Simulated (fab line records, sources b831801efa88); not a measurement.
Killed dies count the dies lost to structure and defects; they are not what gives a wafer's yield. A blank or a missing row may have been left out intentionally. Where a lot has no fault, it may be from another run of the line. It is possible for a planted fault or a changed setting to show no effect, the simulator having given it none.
Comparing a struck lot with a sound one -- flow sky130 -- 15 out of 708 route steps
Sound: these wafers, L289.1, L289.3, L289.4. Struck: wafer L301.1 (left out: L301.3, L301.5 of the same lot, which were not struck); the cause appears at the end.
For every step that has rows: the tool of each side, followed by ch and its chambers, followed by its first start. Under that, the readings that differ: sound wafers -- struck wafers -- difference of the means -- sigmas: that difference in standard deviations of wafers without a fault.
alike: readings with means less than 2 such deviations apart, plus words and numbers identical on both sides. not compared: withheld readings, readings lacking a value on some wafer, bounds such as >300 that could conceal the same value, and numbers that have no deviation in the record and whose values overlap.
The two part at a step that has a row with sigmas, a row that says differs or no value, or rows on one side only. Numbers that don't overlap but have no deviation are shown without sigmas and don't part them. Lack of a reading on every wafer of one side parts them only where that side has two or more wafers.

SKY_PWDE_STRIP_09: strips in O2/N2.
  sound on plasma-asher-02 ch 0,1, day 4 14:05; struck on plasma-asher-03 ch 0, day 7 08:08
  alike: drypump-motor-current-A, oes-product-au, strip-time-to-endpoint-s
  not compared: rf-hours-counter-h
SKY_PWDE_TW_MEAS_10:
  sound on film-metro-03 at day 4 14:11; struck on film-metro-04 at day 7 08:14
  alike: PWDE_TW
then, 7 steps without rows for these wafers: SKY_NWELL_DEHYDRATE_03 (time 60 s); SKY_NWELL_HMDS_04 (prime time 60 s); SKY_NWELL_COAT_05 (resist thk 3000 nm); SKY_NWELL_SOFTBAKE_06; SKY_NWELL_EXPOSE_07 (exposes mask NWM, target cd 840 nm); SKY_NWELL_PEB_08; SKY_NWELL_DEVELOP_09 (develop time 60 s).
SKY_NWELL_OVL_MEAS_10:
  sound on overlay-01 at day 5 07:12; struck on overlay-01 at day 8 03:19
  alike: NWELL_00_OVL
then, 2 steps without rows for these wafers: SKY_NWELL_IMPLANT_11; SKY_NWELL_IMPLANT_12.
SKY_NWELL_IMPLANT_13:
  sound on implanter-04 ch 0, day 5 07:32; struck on implanter-04 ch 0, day 8 03:39
reading,sound,struck,difference,sigmas
beam-on-s (s),10.18 10.16 10.17,11.59,+1.42,+7
faraday-current-uA,3.89 3.90 3.87,3.41,-0.48,-6
  alike: end-station-pressure-torr
SKY_NWELL_STRIP_14: strips in O2/N2.
  sound on plasma-asher-03 ch 0,1, day 5 07:41; struck on plasma-asher-03 ch 0, day 8 03:48
  alike: drypump-motor-current-A, oes-product-au, strip-time-to-endpoint-s
  not compared: rf-hours-counter-h
-- the record jumps here: 41 days lie between the struck wafers' starts before and after (it left off in module NWELL and takes up again in module PAD_OPEN, whose first step shown is number 708 of the route) --
SKY_PAD_OPEN_PROBE_99:
  sound on prober-01 at day 46 12:13; struck on prober-02 at day 49 11:37
reading,sound,struck,difference,sigmas
killed-at-contacts,27 22 31,16,-11,-2
model.etest.pfet-g5v0d10v5.off-log10-a-um,-12.65 -12.73 -12.66,-13.17,-0.49,
model.etest.pfet_01v8_lvt.off-log10-a-um,-9.047 -8.79 -8.973,-9.2,-0.3,
model.etest.pfet-g5v0d10v5.vt-sat-v (V),-0.6426 -0.657 -0.6474,-0.6957,-0.0467,
model.etest.pfet_16v.vt-v (V),-1.113 -1.109 -1.118,-1.142,-0.029,
model.etest.pfet-g5v0d10v5.vt-v (V),-0.836 -0.8498 -0.837,-0.8841,-0.0432,
model.etest.pfet-g5v0d10v5.vt-long-v (V),-0.9438 -0.9436 -0.9497,-0.9644,-0.0187,
model.etest.pfet_01v8_lvt.vt-sat-v (V),-0.4505 -0.4465 -0.4486,-0.4692,-0.0207,
model.etest.pfet_01v8_lvt.vt-v (V),-0.5415 -0.5386 -0.5415,-0.5584,-0.0179,
  alike: killed_at_M0_to_M3, killed_at_M4_up, killed-at-front-end, killed-at-other, killed-dies, killed-open, killed-short

## WHERE THEY PART
Last at SKY_PAD_OPEN_PROBE_99 as far as this record goes, first at SKY_NWELL_IMPLANT_13.

WHY: what the simulator had put in
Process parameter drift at SKY_NWELL_IMPLANT_13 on implanter-04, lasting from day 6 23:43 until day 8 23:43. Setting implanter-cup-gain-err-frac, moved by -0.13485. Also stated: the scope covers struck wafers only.
